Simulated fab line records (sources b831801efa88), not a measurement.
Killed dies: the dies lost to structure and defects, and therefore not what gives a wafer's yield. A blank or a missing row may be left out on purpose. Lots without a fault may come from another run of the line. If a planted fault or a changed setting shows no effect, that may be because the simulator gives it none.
Struck lot and sound lot, side by side || flow sky130 || 21 out of 708 route steps
Sound: the wafers L500.3, L500.4, L500.6. Struck: wafers L505.3, L505.5, L505.6. At the end, the cause is stated.
Per side, at each step with rows, come the tool, then ch with its chambers, and then its first start. Under that, the readings that differ: sound wafers || struck wafers || difference of the means || sigmas: that difference in standard deviations of wafers without a fault.
alike: readings whose means differ by less than 2 such deviations, and words and numbers that are the same on both sides. not compared: withheld readings, readings that some wafer has no value for, bounds like >300 that may hide the same value, and numbers for which the record gives no deviation and whose values overlap.
The two part at a step that has a row with sigmas, a row that says differs or no value, or rows on one side only. Numbers that have no deviation but don't overlap get no sigmas and don't part them. A reading that every wafer of one side lacks parts them only if that side has two wafers or more.

first, 3 steps without rows for these wafers: SKY_RES_PROTECT_PEB_05; SKY_RES_PROTECT_DEVELOP_06 (develop time 60 s); SKY_POLY_GATE_IMPLANT_02.
SKY_RES_PROTECT_STRIP_07: strips in O2/N2.
  sound on plasma_asher-03 ch 0,1, day 16 12:56; struck on plasma_asher-04 ch 0,1, day 18 10:44
  alike: drypump_motor_current_A, oes_product_au, strip_time_to_endpoint_s
  not compared: rf_hours_counter_h
SKY_RES_PROTECT_TW_MEAS_08:
  struck on film_metro-02, day 18 10:49; sound on film_metro-03, day 16 13:01
  alike: POLY_GATE_TW
then, 2 steps without rows for these wafers: SKY_RES_PROTECT_CLEAN_09 (cleans in SC1/SC2, time 150 s); SKY_POLY_GATE_CVD_03 (deposits Si3N4 from DCS/NH3, target thk 75 nm, time 1290 s).
SKY_POLY_GATE_THK_MEAS_04:
  struck on film_metro-01, day 18 13:02; sound on film_metro-01, day 16 15:26
  alike: POLY_GATE_CVD_03_THK
then, 4 steps without rows for these wafers: SKY_POLY_GATE_DEHYDRATE_05 (time 60 s); SKY_POLY_GATE_HMDS_06 (prime time 60 s); SKY_POLY_GATE_COAT_07 (resist thk 110 nm); SKY_POLY_GATE_COAT_08 (resist thk 450 nm).
SKY_POLY_GATE_SOFTBAKE_09: time 87.27 s.
  sound on litho_track-03 ch 0, day 17 05:00; struck on litho_track-03 ch 0, day 19 04:00
{"reading": "heater_power_total_W (W)", "sound": "57.74 57.94 57.83", "struck": "52.34 52.27 52.34", "difference": -5.52, "sigmas": -57}
{"reading": "plate_temp_C (C)", "sound": "99.85 100.15 99.96", "struck": "92.91 93.01 93.02", "difference": -7.01, "sigmas": -58}
  alike: exhaust_pa
then, 2 steps without rows for these wafers: SKY_POLY_GATE_EXPOSE_10 (exposes mask P1M, target cd 150 nm); SKY_POLY_GATE_PEB_11.
SKY_POLY_GATE_DEVELOP_12: develop time 60 s.
  sound on litho_track-03 ch 0; struck on litho_track-03 ch 0
{"reading": "model.KrF-thick_of_POLY_GATE_COAT_08.thk_nm (nm)", "sound": "435.8 436.3 435.7", "struck": "438.1 438.2 439.5", "difference": "+2.7", "sigmas": ""}
  alike: exhaust_pa
SKY_POLY_GATE_CD_MEAS_13: the cd target is 150 nm.
  struck on cd_sem-02, day 19 19:27; sound on cd_sem-02, day 17 20:51
  alike: cd_nm
SKY_POLY_GATE_OVL_MEAS_14:
  struck on overlay-01, day 19 19:32; sound on overlay-01, day 17 20:56
{"reading": "POLY_GATE_OVL (nm)", "sound": "-6 -6 -11", "struck": "0 6 8", "difference": "+12", "sigmas": "+2"}
SKY_POLY_GATE_ETCH_15: etches BARC in N2/H2, stops on SiO2, time 118.5 s, target depth 110 nm.
  sound on rie_diel-02 ch 0,1,3, day 17 20:58; struck on rie_diel-03 ch 0,1,2, day 19 19:34
  alike: drypump_motor_current_A, oes_product_au, throttle_valve_pct
  not compared: rf_hours_counter_h, model.KrF-thick_of_POLY_GATE_COAT_08.thk_nm
SKY_POLY_GATE_ETCH_16: etches Si3N4 in CH3F/O2, stops on poly-Si, time 147.5 s, target depth 75 nm.
  sound on rie_diel-02 ch 0,1,3, day 17 21:03; struck on rie_diel-03 ch 0,1,2, day 19 19:39
  alike: drypump_motor_current_A, oes_product_au, throttle_valve_pct
  not compared: rf_hours_counter_h
SKY_PAD_OPEN_PROBE_99:
  rows exist in the record for the sound wafers here (prober-02, day 47 01:49), none for the struck ones

## WHERE THEY PART
At SKY_POLY_GATE_SOFTBAKE_09 first; at SKY_PAD_OPEN_PROBE_99 last (within this record only).

WHY: what the simulator had put in
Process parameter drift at SKY_POLY_GATE_SOFTBAKE_09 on litho_track-03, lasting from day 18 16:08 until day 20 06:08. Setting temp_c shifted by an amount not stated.
